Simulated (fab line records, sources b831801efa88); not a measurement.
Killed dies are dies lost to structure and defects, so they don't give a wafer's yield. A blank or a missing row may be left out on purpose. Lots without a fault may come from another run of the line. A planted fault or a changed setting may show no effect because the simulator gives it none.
Which tool did it? | flow gf180mcu | 14 lots, 42 wafers sampled, at 3 steps of a route of 602

WHAT THE GAUGES READ, wafer by wafer
GF_V2_CD_MEAS_14: target cd 260 nm. Usual: cd_nm 260.0 nm, standard deviation 1.4.
lot  | measured     | on        | cd_nm (nm)        | flag
L154 | day 21 02:56 | cd_sem-01 | 260.7 261.5 260.8 |
L155 | day 21 10:04 | cd_sem-01 | 260.8 260.1 259.7 |
L156 | day 21 21:02 | cd_sem-02 | 259.6 259.4 258.4 |
L157 | day 21 21:41 | cd_sem-02 | 259.5 258.8 259.4 |
L158 | day 22 01:32 | cd_sem-02 | 260.7 261.1 260.6 |
L160 | day 22 14:38 | cd_sem-02 | 257.2 257.1 258.3 |
L162 | day 23 07:16 | cd_sem-01 | 260.4 260.3 259.9 |
L165 | day 24 05:36 | cd_sem-02 | - - -             | OFF
L166 | day 24 22:14 | cd_sem-01 | - - -             | OFF
L171 | day 26 05:40 | cd_sem-01 | 260.9 259.8 259.9 |
L172 | day 26 12:02 | cd_sem-01 | 261.3 260.1 261.2 |
L173 | day 26 15:23 | cd_sem-02 | 258.6 259.4 259.3 |
L176 | day 27 12:01 | cd_sem-02 | 259.6 258.9 260.1 |
L177 | day 27 16:41 | cd_sem-01 | 260.9 259.5 259.9 |

GF_V2_OVL_MEAS_15. Usual: V2_OVL 1 nm, standard deviation 5.3.
lot  | measured     | on         | V2_OVL (nm) | flag
L154 | day 21 03:04 | overlay-01 | 3 2 7       |
L155 | day 21 10:10 | overlay-02 | -9 -7 -1    |
L156 | day 21 21:07 | overlay-02 | 0 8 4       |
L157 | day 21 21:49 | overlay-01 | -1 -4 0     |
L158 | day 22 01:39 | overlay-01 | 2 -10 -3    |
L160 | day 22 14:46 | overlay-02 | 5 5 9       |
L162 | day 23 07:23 | overlay-02 | 10 -1 7     |
L165 | day 24 05:43 | overlay-01 | - - -       | OFF
L166 | day 24 22:21 | overlay-02 | - - -       | OFF
L171 | day 26 05:46 | overlay-01 | -3 -7 8     |
L172 | day 26 12:09 | overlay-01 | -3 3 2      |
L173 | day 26 15:31 | overlay-02 | -4 0 -4     |
L176 | day 27 12:07 | overlay-02 | -5 0 6      |
L177 | day 27 16:46 | overlay-02 | 0 -7 3      |

WHICH TOOL RAN EACH LOT (tool, then ch and the chambers of the sampled wafers, then the start)
lot  | GF_V2_PEB_12
L154 | litho_track-03 ch 0, day 21 02:35
L155 | litho_track-02 ch 0, day 21 09:43
L156 | litho_track-03 ch 0, day 21 20:42
L157 | litho_track-03 ch 0, day 21 21:20
L158 | litho_track-01 ch 0, day 22 01:11
L160 | litho_track-03 ch 0, day 22 14:17
L162 | litho_track-02 ch 0, day 23 06:47
L165 | litho_track-01, day 24 05:16
L166 | litho_track-01, day 24 21:53
L171 | litho_track-02 ch 0, day 26 05:21
L172 | litho_track-01 ch 0, day 26 11:41
L173 | litho_track-03 ch 0, day 26 15:02
L176 | litho_track-03 ch 0, day 27 11:40
L177 | litho_track-02 ch 0, day 27 16:23
- GF_V2_PEB_12: peb time 87.81 s.

WHAT THE TOOLS THEMSELVES READ (means of the sampled wafers that have a number; where no wafer has one, the mark that the record gives instead)
GF_V2_PEB_12. Usual: chill_plate_temp_C 23.00 C, standard deviation 0.11; exhaust_pa 45.2 Pa, standard deviation 0.83.
lot  | tool           | chill_plate_temp_C (C) | exhaust_pa (Pa) | flag
L154 | litho_track-03 | 23.09                  | 46.0            |
L155 | litho_track-02 | 23.07                  | 45.6            |
L156 | litho_track-03 | 22.79                  | 45.1            |
L157 | litho_track-03 | 23.07                  | 45.2            |
L158 | litho_track-01 | 23.17                  | 44.6            |
L160 | litho_track-03 | 22.99                  | 45.6            |
L162 | litho_track-02 | 22.92                  | 45.7            |
L165 | litho_track-01 | -                      | -               | OFF
L166 | litho_track-01 | -                      | -               | OFF
L171 | litho_track-02 | 23.05                  | 44.8            |
L172 | litho_track-01 | 22.97                  | 45.7            |
L173 | litho_track-03 | 22.95                  | 46.5            |
L176 | litho_track-03 | 23.08                  | 44.2            |
L177 | litho_track-02 | 22.98                  | 44.0            |

THE ANSWER, worked out from the rows above alone
Rule: a lot is off if the mean of its wafers that have a number lies more than 3 standard deviations from the usual mean. A lot without any number at a reading at which 4 lots or more have one is off too. The other lots that the step has rows for count as sound. The gauges are gone through in route order, then the tools' own readings, and for those a lot's mean is taken as printed above. The first step at which some lot is off is used, and at that step the reading that is off furthest; a lot without a number counts as furthest.
Off: L165, L166, at GF_V2_CD_MEAS_14 (cd_nm). Without a number there: L165, L166.
A tool fits if, at a process step before that reading, it ran every lot that is off, and no sound lot after the first of them. The gauges at GF_V2_CD_MEAS_14 aren't tried: what is off there is off at GF_V2_OVL_MEAS_15 too, on other tools, and a gauge's error can't cause that. None of those tried fits.

WHAT THE SIMULATOR HAD PUT IN
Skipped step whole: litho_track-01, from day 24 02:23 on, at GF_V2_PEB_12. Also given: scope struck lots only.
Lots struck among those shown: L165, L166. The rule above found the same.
